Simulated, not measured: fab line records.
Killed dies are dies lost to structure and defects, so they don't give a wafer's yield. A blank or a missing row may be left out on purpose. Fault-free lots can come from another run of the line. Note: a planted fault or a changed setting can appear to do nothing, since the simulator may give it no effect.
Which tool was responsible? / flow gf180mcu / 6 lots with 18 wafers sampled at 2 steps, on a route of 602 steps

== WHAT THE GAUGES READ, wafer by wafer ==
GF_NWELL_TW_MEAS_11.
lot=L385; measured=day 3 22:55; on=film-metro-03; NWELL_TW=1555 1561 1558
lot=L388; measured=day 4 15:40; on=film-metro-04; NWELL_TW=1572 1556 1566
lot=L392; measured=day 5 15:29; on=film-metro-03; NWELL_TW=1551 1547 1548
lot=L394; measured=day 6 02:13; on=film-metro-04; NWELL_TW=1564 1569 1572
lot=L398; measured=day 6 23:07; on=film-metro-03; NWELL_TW=1554 1561 1567
lot=L404; measured=day 8 08:38; on=film-metro-03; NWELL_TW=1630 1624 1628

== WHICH TOOL RAN EACH LOT (tool, then ch and the chambers of the sampled wafers, then the start) ==
lot=L385; GF_NWELL_IMPLANT_08=implanter-04 ch 0, day 3 22:31
lot=L388; GF_NWELL_IMPLANT_08=implanter-03 ch 0, day 4 15:16
lot=L392; GF_NWELL_IMPLANT_08=implanter-04 ch 0, day 5 15:07
lot=L394; GF_NWELL_IMPLANT_08=implanter-04 ch 0, day 6 01:49
lot=L398; GF_NWELL_IMPLANT_08=implanter-03 ch 0, day 6 22:44
lot=L404; GF_NWELL_IMPLANT_08=implanter-03 ch 0, day 8 08:16
- GF_NWELL_IMPLANT_08

== THE ANSWER, worked out from the rows above alone ==
Rule: usual is defined by the lots themselves. The widest of any qualifying gaps counts: lots, ordered by their means at a reading, are off when they make up no more than a third of the lots, leave a main group of 4 or more, and stand apart from it by 3 or more times the standard deviation of that group's means. Not used: any main group whose means are identical at the precision the tables above print for the reading. Also off: a lot with no number at a reading for which 4 or more lots have one. Any other lot the step has rows for is counted as sound.
Off: L404, seen at GF_NWELL_TW_MEAS_11 (NWELL_TW). Main group: mean 1560, sd 6.7.
If a tool, at a process step before that reading, ran all the lots that are off and no sound lot after the first of them, it fits. Those tools and the gauges at GF_NWELL_TW_MEAS_11 are tried in the same way. Can't be told from this: 2 tools fit, implanter-03 at GF_NWELL_IMPLANT_08, film-metro-03 at GF_NWELL_TW_MEAS_11.

== WHAT HAD BEEN PUT IN BY THE SIMULATOR ==
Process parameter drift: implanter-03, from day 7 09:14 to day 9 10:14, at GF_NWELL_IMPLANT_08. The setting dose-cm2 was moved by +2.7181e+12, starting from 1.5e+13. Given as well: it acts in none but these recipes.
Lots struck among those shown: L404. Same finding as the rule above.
